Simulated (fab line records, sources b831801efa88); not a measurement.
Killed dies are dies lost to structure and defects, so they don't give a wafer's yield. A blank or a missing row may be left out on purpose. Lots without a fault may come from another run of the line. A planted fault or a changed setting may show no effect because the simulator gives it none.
Which tool did it? | flow gf180mcu | 12 lots, 36 wafers sampled, at 4 steps of a route of 602

WHAT THE GAUGES READ, wafer by wafer
GF_VT_IMPLANT_OVL_MEAS_18. Usual: VT_IMPLANT_01_OVL 0.1 nm, standard deviation 1.4.
lot  | measured     | on         | VT_IMPLANT_01_OVL (nm) | flag
L684 | day 6 11:58  | overlay-01 | 0.2 -1.0 1.0           |
L685 | day 6 18:35  | overlay-01 | -0.9 -0.2 -1.2         |
L686 | day 7 00:19  | overlay-01 | 2.9 0.6 1.4            |
L688 | day 7 11:50  | overlay-01 | 0.9 1.0 2.7            |
L690 | day 7 22:53  | overlay-02 | -1.3 1.1 0.6           |
L697 | day 9 17:08  | overlay-02 | 0.9 1.4 2.7            |
L699 | day 10 06:58 | overlay-01 | -1.1 -0.2 -1.9         |
L701 | day 10 21:39 | overlay-02 | 0.9 0.3 2.7            |
L703 | day 11 11:04 | overlay-02 | -0.6 1.7 0.9           |
L704 | day 12 00:53 | overlay-01 | -1.0 0.0 1.2           |
L706 | day 12 09:34 | overlay-01 | -1.3 -2.6 -2.2         |
L705 | day 12 10:09 | overlay-02 | 0.7 -2.1 -1.2          |

GF_VT_IMPLANT_OVL_MEAS_29. Usual: VT_IMPLANT_02_OVL -1.7 nm, standard deviation 1.2.
lot  | measured     | on         | VT_IMPLANT_02_OVL (nm) | flag
L684 | day 7 02:18  | overlay-02 | -2.3 -1.1 -1.8         |
L685 | day 7 09:00  | overlay-01 | -5.1 -1.9 -3.7         |
L686 | day 7 15:51  | overlay-01 | -1.6 -1.9 -1.7         |
L688 | day 8 02:41  | overlay-02 | 0.0 -2.0 -2.4          |
L690 | day 8 14:28  | overlay-02 | -3.4 -1.7 -3.3         |
L697 | day 10 10:04 | overlay-02 | -1.1 -3.2 -1.3         |
L699 | day 11 00:59 | overlay-01 | -2.3 -2.0 -2.5         |
L701 | day 11 16:15 | overlay-02 | -0.5 -0.5 -0.5         |
L703 | day 12 05:40 | overlay-02 | -2.2 -2.5 -1.8         |
L704 | day 12 20:34 | overlay-01 | -3.9 -2.4 -2.3         |
L706 | day 13 05:04 | overlay-02 | -1.8 -2.0 -0.9         |
L705 | day 13 06:00 | overlay-01 | 0.4 -0.6 1.0           |

GF_HV_LDD_CD_MEAS_46: target cd 400 nm. Usual: cd_nm 399.5 nm, standard deviation 2.
lot  | measured     | on        | cd_nm (nm)        | flag
L684 | day 12 17:26 | cd_sem-01 | 396.9 398.7 398.1 |
L685 | day 13 00:50 | cd_sem-01 | 397.3 396.7 398.8 |
L686 | day 13 08:27 | cd_sem-02 | 400.4 398.6 400.1 |
L688 | day 13 19:02 | cd_sem-02 | 398.4 399.4 399.1 |
L690 | day 14 13:17 | cd_sem-01 | 418.8 417.2 400.3 | OFF
L697 | day 16 20:23 | cd_sem-02 | 399.1 397.7 396.9 |
L699 | day 17 09:30 | cd_sem-02 | 400.5 399.8 400.9 |
L701 | day 18 06:15 | cd_sem-02 | 401.0 401.6 399.7 |
L703 | day 19 01:39 | cd_sem-01 | 403.0 399.9 398.7 |
L704 | day 19 17:27 | cd_sem-02 | 400.7 399.2 400.0 |
L706 | day 20 02:19 | cd_sem-02 | 398.6 400.5 400.6 |
L705 | day 20 06:13 | cd_sem-01 | 400.9 397.8 401.7 |

WHICH TOOL RAN EACH LOT (tool, then ch and the chambers of the sampled wafers, then the start)
lot  | GF_HV_LDD_COAT_41
L684 | litho_track-01 ch 0, day 12 07:42
L685 | litho_track-04 ch 0, day 12 14:44
L686 | litho_track-01 ch 0, day 12 22:33
L688 | litho_track-03 ch 0, day 13 08:44
L690 | litho_track-04 ch 0, day 14 02:44
L697 | litho_track-01 ch 0, day 16 08:54
L699 | litho_track-04 ch 0, day 16 22:04
L701 | litho_track-01 ch 0, day 17 18:33
L703 | litho_track-03 ch 0, day 18 13:13
L704 | litho_track-03 ch 0, day 19 04:58
L706 | litho_track-04 ch 0, day 19 13:44
L705 | litho_track-04 ch 0, day 19 18:17
- GF_HV_LDD_COAT_41: resist thk 1000 nm.

WHAT THE TOOLS THEMSELVES READ (means of the sampled wafers that have a number; where no wafer has one, the mark that the record gives instead)
The record holds no such reading with a usual standard deviation.

THE ANSWER, worked out from the rows above alone
Rule: a lot is off if the mean of its wafers that have a number lies more than 3 standard deviations from the usual mean. A lot without any number at a reading at which 4 lots or more have one is off too. The other lots that the step has rows for count as sound. The gauges are gone through in route order, then the tools' own readings, and for those a lot's mean is taken as printed above. The first step at which some lot is off is used, and at that step the reading that is off furthest; a lot without a number counts as furthest.
Off: L690, at GF_HV_LDD_CD_MEAS_46 (cd_nm).
A tool fits if, at a process step before that reading, it ran every lot that is off, and no sound lot after the first of them. The gauges at GF_HV_LDD_CD_MEAS_46 are tried like those tools. None of those tried fits.

WHAT THE SIMULATOR HAD PUT IN
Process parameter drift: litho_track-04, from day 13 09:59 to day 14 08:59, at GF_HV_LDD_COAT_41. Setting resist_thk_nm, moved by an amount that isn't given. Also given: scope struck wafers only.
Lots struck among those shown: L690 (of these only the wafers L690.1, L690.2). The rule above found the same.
